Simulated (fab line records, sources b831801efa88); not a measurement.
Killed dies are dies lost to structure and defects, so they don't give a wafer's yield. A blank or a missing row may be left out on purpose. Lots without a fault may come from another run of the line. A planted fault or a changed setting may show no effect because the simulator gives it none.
A struck lot beside a sound one | flow gf180mcu | 15 steps out of a route of 602
Sound: wafers L313.3, L313.4, L313.6. Struck: wafer L330.6. (L330.2 of the same lot was not struck and is left out.) The cause comes at the end.
At each step with rows: each side's tool, then ch and its chambers, then its first start. Under that, the readings that differ: sound wafers | struck wafers | difference of the means | sigmas: that difference in standard deviations of wafers without a fault.
alike: readings whose means differ by less than 2 such deviations, and words and numbers that are the same on both sides. not compared: withheld readings, readings that some wafer has no value for, bounds like >300 that may hide the same value, and numbers for which the record gives no deviation and whose values overlap.
The two part at a step that has a row with sigmas, a row that says differs or no value, or rows on one side only. Numbers that don't overlap but have no deviation are shown without sigmas and don't part them. A reading that every wafer of one side lacks parts them only if that side has two wafers or more.

GF_M1_SPUTTER_04: material TiN, target thk 50 nm, time 41.7 s.
  sound on pvd_sputter-02, day 16 04:00; struck on pvd_sputter-03, day 22 09:41
  alike: cathode_dc_power_W, throttle_valve_pct
GF_M1_RS_MEAS_05: measures by four-point-probe.
  sound on film_metro-01, day 16 04:05; struck on film_metro-04, day 22 09:44
  alike: M1_ALCU_RS
GF_M1_THK_MEAS_06: measures by xrf.
  sound on film_metro-01, day 16 04:11; struck on film_metro-04, day 22 09:51
  alike: M1_ALCU_THK
then, 7 steps without rows for these wafers: GF_M1_DEHYDRATE_07 (time 60 s); GF_M1_HMDS_08 (prime time 60 s); GF_M1_COAT_09 (resist thk 1000 nm); GF_M1_SOFTBAKE_10 (time 60 s); GF_M1_EXPOSE_11 (exposes mask Metal1, target cd 230 nm); GF_M1_PEB_12 (peb time 90 s); GF_M1_DEVELOP_13 (develop time 60 s).
GF_M1_CD_MEAS_14: target cd 230 nm.
  sound on cd_sem-01, day 17 02:27; struck on cd_sem-02, day 23 08:47
  alike: cd_nm
GF_M1_OVL_MEAS_15:
  sound on overlay-01, day 17 02:32; struck on overlay-02, day 23 08:54
  alike: M1_OVL
GF_M1_METAL_ETCH_16: etches the open film in Cl2/BCl3, stops on SiO2, target depth 627.5 nm, time 104.6 s.
  sound on rie_metal-02 ch 0,1, day 17 02:36; struck on rie_metal-01 ch 1, day 23 08:58
  reading                             | sound             | struck | difference | sigmas
  oes_product_au (a.u.)               | 0.966 0.977 0.966 | 0.954  | -0.016     | -2
  run_length_s (s)                    | 132.7 132.9 133.1 | 135.9  | +3.0       | +7
  model.KrF_of_M1_COAT_09.thk_nm (nm) | 733.3 724.3 732.2 | 722    | -8         |
  alike: drypump_motor_current_A, throttle_valve_pct
  not compared: rf_hours_counter_h
GF_M1_STRIP_17: strips in O2/N2.
  sound on plasma_asher-01 ch 0,1, day 17 02:43; struck on plasma_asher-04 ch 0, day 23 09:09
  reading            | sound                | struck | difference | sigmas
  heater_power_w (W) | 391 373 381          | 327    | -55        | -2
  platen_temp_c (C)  | 249.67 250.22 249.54 | 250.21 | +0.40      | +2
  alike: drypump_motor_current_A, n2_flow_sccm, oes_product_au, strip_time_to_endpoint_s
  not compared: rf_hours_counter_h
then, 1 step without rows for these wafers: GF_PASSIVATION_PROBE_99.

WHERE THEY PART
First at GF_M1_METAL_ETCH_16; last, within this record, at GF_M1_STRIP_17.

WHY: what the simulator had put in
Process parameter drift: rie_metal-01, from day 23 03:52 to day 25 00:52, at GF_M1_METAL_ETCH_16. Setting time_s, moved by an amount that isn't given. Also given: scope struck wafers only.
